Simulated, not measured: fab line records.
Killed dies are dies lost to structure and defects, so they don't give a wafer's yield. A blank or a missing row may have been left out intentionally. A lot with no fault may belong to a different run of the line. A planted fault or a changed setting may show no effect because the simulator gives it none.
Check of tool commonality | flow gf180mcu | Lots sampled 13, wafers sampled 39

== WHAT PROMPTED THE OPENING ==
Of 13 lots, 2 have the reading DNWELL_TW flagged at GF_DNWELL_TW_MEAS_09. Fault-free wafers read 1356, with a standard deviation of 7.1.
Rule: flag the lot when none of its wafers has a number, or when each of its wafers that has one lies beyond 4 standard deviations from that mean. All remaining lots are regarded as sound.

lot  | measured    | on            | DNWELL_TW, wafer by wafer | flag
L855 | day 2 19:01 | film-metro-02 | 1361 1369 1366            |
L856 | day 2 23:56 | film-metro-04 | 1362 1368 1364            |
L857 | day 3 07:55 | film-metro-02 | 1347 1349 1350            |
L858 | day 3 10:32 | film-metro-02 | 1345 1350 1350            |
L859 | day 3 15:02 | film-metro-02 | 1353 1360 1367            |
L860 | day 3 20:38 | film-metro-04 | 1355 1347 1353            |
L862 | day 4 08:53 | film-metro-02 | 1346 1348 1347            |
L866 | day 5 16:21 | film-metro-02 | 1345 1340 1346            |
L868 | day 6 03:59 | film-metro-02 | 1064 1059 1061            | FLAGGED
L870 | day 6 13:43 | film-metro-01 | 1060 1062 1064            | FLAGGED
L872 | day 7 01:56 | film-metro-02 | 1370 1368 1358            |
L874 | day 7 09:07 | film-metro-04 | 1357 1351 1358            |
L876 | day 7 16:59 | film-metro-02 | 1363 1358 1360            |
The mean of the flagged lots' numbers is 1062, -294 from the usual (-41 standard deviations).

== TOOL THAT RAN EACH LOT ==
The record keeps 1 process step preceding the reading, out of 602 steps on the route. Cell contents, in order: the tool; ch with the chambers the sampled wafers went through; the start.
lot  | flag    | GF_DNWELL_IMPLANT_07
L855 |         | implanter-04 ch 0, day 2 18:46
L856 |         | implanter-04 ch 0, day 2 23:41
L857 |         | implanter-04 ch 0, day 3 07:40
L858 |         | implanter-03 ch 0, day 3 10:17
L859 |         | implanter-04 ch 0, day 3 14:49
L860 |         | implanter-03 ch 0, day 3 20:22
L862 |         | implanter-04 ch 0, day 4 08:38
L866 |         | implanter-04 ch 0, day 5 16:08
L868 | FLAGGED | implanter-04 ch 0, day 6 03:44
L870 | FLAGGED | implanter-04 ch 0, day 6 13:29
L872 |         | implanter-01 ch 0, day 7 01:41
L874 |         | implanter-03 ch 0, day 7 08:53
L876 |         | implanter-01 ch 0, day 7 16:47
These steps, and what they do:
- GF_DNWELL_IMPLANT_07
- GF_DNWELL_TW_MEAS_09

== FLAGGED AGAINST TOTAL, ONE TOOL AT A TIME (gauges that did the reading follow at the end) ==
step                 | tool          | lots run | flagged | share of the flagged lots | sound lots run after its first flagged lot
GF_DNWELL_IMPLANT_07 | implanter-01  | 2        | 0       | none                      | -
GF_DNWELL_IMPLANT_07 | implanter-03  | 3        | 0       | none                      | -
GF_DNWELL_IMPLANT_07 | implanter-04  | 8        | 2       | all                       | 0
GF_DNWELL_TW_MEAS_09 | film-metro-01 | 1        | 1       | some                      | 0
GF_DNWELL_TW_MEAS_09 | film-metro-02 | 9        | 1       | some                      | 2 (L872,L876)
GF_DNWELL_TW_MEAS_09 | film-metro-04 | 3        | 0       | none                      | -

== WHAT IS ALLOWED BY THE TABLE ==
Rows of the table that ran each flagged lot: 1, that is implanter-04 at GF_DNWELL_IMPLANT_07.
- implanter-04 at GF_DNWELL_IMPLANT_07: 2 of its 8 lots flagged. A fault beginning between L866 (day 5 16:08), its last sound lot, and L868 (day 6 03:44), its first flagged one, fits the data. Its own readings lie more than 4 standard deviations out on every wafer of the flagged lots: dose-ions-cm2, faraday-current-uA.
Just one tool remains: implanter-04 at GF_DNWELL_IMPLANT_07.

== WHAT WAS PUT IN BY THE SIMULATOR ==
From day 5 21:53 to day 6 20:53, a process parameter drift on implanter-04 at GF_DNWELL_IMPLANT_07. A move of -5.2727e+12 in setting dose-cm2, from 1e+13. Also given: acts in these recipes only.
Shown lots that were struck: L868, L870. The same result came from the rule above.
